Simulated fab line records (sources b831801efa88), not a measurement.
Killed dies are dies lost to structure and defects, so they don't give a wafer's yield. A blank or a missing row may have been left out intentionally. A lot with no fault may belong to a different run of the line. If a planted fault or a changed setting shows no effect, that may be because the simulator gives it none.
What tool caused it? | flow sky130 | 33 wafers from 11 lots sampled at 5 of the route's 708 steps

== WHAT EACH GAUGE READ, for each wafer ==
SKY_POLY_CUT_OVL_MEAS_09.
lot  | measured     | on         | POLY_CUT_OVL (nm)
L984 | day 25 12:44 | overlay-01 | -7 -5 4
L990 | day 26 19:41 | overlay-02 | 1 1 6
L991 | day 27 07:44 | overlay-01 | 4 0 10
L997 | day 29 00:08 | overlay-01 | 1 -4 -1
L998 | day 29 10:41 | overlay-01 | 10 1 11
L101 | day 30 07:08 | overlay-01 | -4 -7 -1
L102 | day 30 22:44 | overlay-02 | -1 0 1
L103 | day 31 11:56 | overlay-02 | 8 5 3
L104 | day 32 07:38 | overlay-02 | 9 4 10
L105 | day 33 02:32 | overlay-02 | 3 4 2
L106 | day 33 00:08 | overlay-02 | 3 0 4

== WHICH TOOL RAN EACH LOT (tool, then ch and the chambers of the sampled wafers, then the start) ==
lot  | SKY_VT_ADJUST_PCH_STRIP_09           | SKY_POLY_GATE_ETCH_16              | SKY_LDD_N_IMPLANT_10            | SKY_LDD_N_STRIP_16
L984 | plasma_asher-02 ch 0,1, day 11 12:44 | rie_diel-02 ch 0,1,2, day 17 10:39 | implanter-01 ch 0, day 18 19:26 | plasma_asher-03 ch 0,1, day 18 20:18
L990 | plasma_asher-02 ch 0,1, day 12 18:33 | rie_diel-03 ch 1,2, day 19 01:23   | implanter-03 ch 0, day 20 10:09 | plasma_asher-02 ch 0,1, day 20 11:03
L991 | plasma_asher-01 ch 0,1, day 12 20:57 | rie_diel-02 ch 0,2, day 19 13:03   | implanter-01 ch 0, day 20 21:46 | plasma_asher-03 ch 0,1, day 20 22:39
L997 | plasma_asher-01 ch 0,1, day 14 18:27 | rie_diel-02 ch 0,2, day 21 10:42   | implanter-01 ch 0, day 22 19:35 | plasma_asher-03 ch 0,1, day 22 20:29
L998 | plasma_asher-03 ch 1, day 15 02:14   | rie_diel-01 ch 0,1,3, day 21 20:59 | implanter-01 ch 0, day 23 05:56 | plasma_asher-03 ch 1, day 23 06:49
L101 | plasma_asher-02 ch 0,1, day 15 23:29 | rie_diel-01 ch 0,1, day 22 20:41   | implanter-01 ch 0, day 24 04:25 | plasma_asher-04 ch 0,1, day 24 05:17
L102 | plasma_asher-02 ch 0,1, day 16 13:35 | rie_diel-01 ch 0,1,3, day 23 11:17 | implanter-03 ch 0, day 24 18:37 | plasma_asher-02 ch 0,1, day 24 19:31
L103 | plasma_asher-01 ch 0,1, day 17 05:55 | rie_diel-01 ch 0,1,3, day 24 02:50 | implanter-03 ch 0, day 25 10:47 | plasma_asher-02 ch 0,1, day 25 11:41
L104 | plasma_asher-02 ch 1, day 18 05:41   | rie_diel-02 ch 1,2,3, day 24 23:19 | implanter-01 ch 0, day 26 07:36 | plasma_asher-04 ch 0, day 26 08:30
L105 | plasma_asher-03 ch 0,1, day 18 19:47 | rie_diel-01 ch 0,2,3, day 25 21:27 | implanter-02 ch 0, day 27 04:43 | plasma_asher-03 ch 0,1, day 27 05:37
L106 | plasma_asher-01 ch 0,1, day 18 20:08 | rie_diel-03 ch 0,1,2, day 25 17:57 | implanter-02 ch 0, day 27 02:13 | plasma_asher-03 ch 0,1, day 27 03:07
- SKY_VT_ADJUST_PCH_STRIP_09: strips in O2/N2.
- SKY_POLY_GATE_ETCH_16: etches Si3N4 in CH3F/O2, stops on poly-Si, time 147.5 s, target depth 75 nm.
- SKY_LDD_N_IMPLANT_10
- SKY_LDD_N_STRIP_16: strips in O2/N2.

== WHAT THE TOOLS THEMSELVES READ (means of the sampled wafers that have a number; where no wafer has one, the mark that the record gives instead) ==
SKY_VT_ADJUST_PCH_STRIP_09.
lot  | tool            | drypump_motor_current_A (A) | oes_product_au (a.u.) | strip_time_to_endpoint_s (s)
L984 | plasma_asher-02 | 5.2                         | 0.722                 | 37.00
L990 | plasma_asher-02 | 5.2                         | 0.724                 | 36.93
L991 | plasma_asher-01 | 5.7                         | 0.723                 | 36.81
L997 | plasma_asher-01 | 5.7                         | 0.721                 | 36.92
L998 | plasma_asher-03 | 5.5                         | 0.720                 | 37.07
L101 | plasma_asher-02 | 5.5                         | 0.721                 | 36.93
L102 | plasma_asher-02 | 5.2                         | 0.724                 | 36.89
L103 | plasma_asher-01 | 5.8                         | 0.725                 | 37.02
L104 | plasma_asher-02 | 4.9                         | 0.722                 | 36.84
L105 | plasma_asher-03 | 6.2                         | 0.727                 | 36.86
L106 | plasma_asher-01 | 5.8                         | 0.723                 | 36.88

SKY_POLY_GATE_ETCH_16.
lot  | tool        | drypump_motor_current_A (A) | oes_product_au (a.u.) | throttle_valve_pct (%)
L984 | rie_diel-02 | 5.9                         | 0.637                 | 10.534
L990 | rie_diel-03 | 5.3                         | 0.640                 | 10.539
L991 | rie_diel-02 | 5.8                         | 0.645                 | 10.538
L997 | rie_diel-02 | 5.8                         | 0.641                 | 10.537
L998 | rie_diel-01 | 5.8                         | 0.642                 | 10.535
L101 | rie_diel-01 | 5.6                         | 0.640                 | 10.537
L102 | rie_diel-01 | 5.8                         | 0.643                 | 10.536
L103 | rie_diel-01 | 5.8                         | 0.642                 | 10.540
L104 | rie_diel-02 | 5.8                         | 0.645                 | 10.540
L105 | rie_diel-01 | 5.7                         | 0.639                 | 10.537
L106 | rie_diel-03 | 5.4                         | 0.644                 | 10.536

SKY_LDD_N_IMPLANT_10.
lot  | tool         | dose_ions_cm2 | faraday_current_uA
L984 | implanter-01 | 7.504e+13     | 419
L990 | implanter-03 | 7.497e+13     | 424
L991 | implanter-01 | 7.496e+13     | 434
L997 | implanter-01 | 5.465e+13     | 312
L998 | implanter-01 | 5.460e+13     | 304
L101 | implanter-01 | 5.458e+13     | 302
L102 | implanter-03 | 7.499e+13     | 423
L103 | implanter-03 | 7.495e+13     | 430
L104 | implanter-01 | 7.508e+13     | 418
L105 | implanter-02 | 7.509e+13     | 411
L106 | implanter-02 | 7.488e+13     | 424

SKY_LDD_N_STRIP_16.
lot  | tool            | drypump_motor_current_A (A) | oes_product_au (a.u.) | strip_time_to_endpoint_s (s)
L984 | plasma_asher-03 | 5.8                         | 0.405                 | 4.317
L990 | plasma_asher-02 | 5.4                         | 0.405                 | 4.310
L991 | plasma_asher-03 | 6.2                         | 0.400                 | 4.315
L997 | plasma_asher-03 | 6.1                         | 0.403                 | 4.251
L998 | plasma_asher-03 | 5.5                         | 0.403                 | 4.238
L101 | plasma_asher-04 | 6.1                         | 0.405                 | 4.260
L102 | plasma_asher-02 | 5.4                         | 0.404                 | 4.296
L103 | plasma_asher-02 | 5.2                         | 0.406                 | 4.327
L104 | plasma_asher-04 | 6.4                         | 0.404                 | 4.286
L105 | plasma_asher-03 | 6.2                         | 0.401                 | 4.310
L106 | plasma_asher-03 | 6.2                         | 0.411                 | 4.291

== THE ANSWER, worked out from the rows above alone ==
Rule: the lots themselves supply what counts as usual. The widest of any qualifying gaps counts: lots, ordered by their means at a reading, are off when they make up no more than a third of the lots, leave a main group of 4 or more, and stand apart from it by 3 or more times the standard deviation of that group's means. A main group is skipped when, at the precision printed for the reading in the tables above, its means are all equal. Also off: a lot with no number at a reading for which 4 or more lots have one. Any other lot the step has rows for is counted as sound. First the gauges in route order, then the tools' own readings, where a lot's mean is used as printed above. At the first step where some lot is off, the reading lying furthest off is the one used; lots without a number count as furthest.
Off, at SKY_LDD_N_IMPLANT_10 on dose_ions_cm2: L997, L998, L101. Main group: mean 7.500e+13, sd 6.7e+10.
If a tool, at that step or one of the process steps before it, ran each lot that is off and ran no sound lot following the first of them, it fits. No candidate that was tried fits.

== WHAT THE SIMULATOR PUT IN ==
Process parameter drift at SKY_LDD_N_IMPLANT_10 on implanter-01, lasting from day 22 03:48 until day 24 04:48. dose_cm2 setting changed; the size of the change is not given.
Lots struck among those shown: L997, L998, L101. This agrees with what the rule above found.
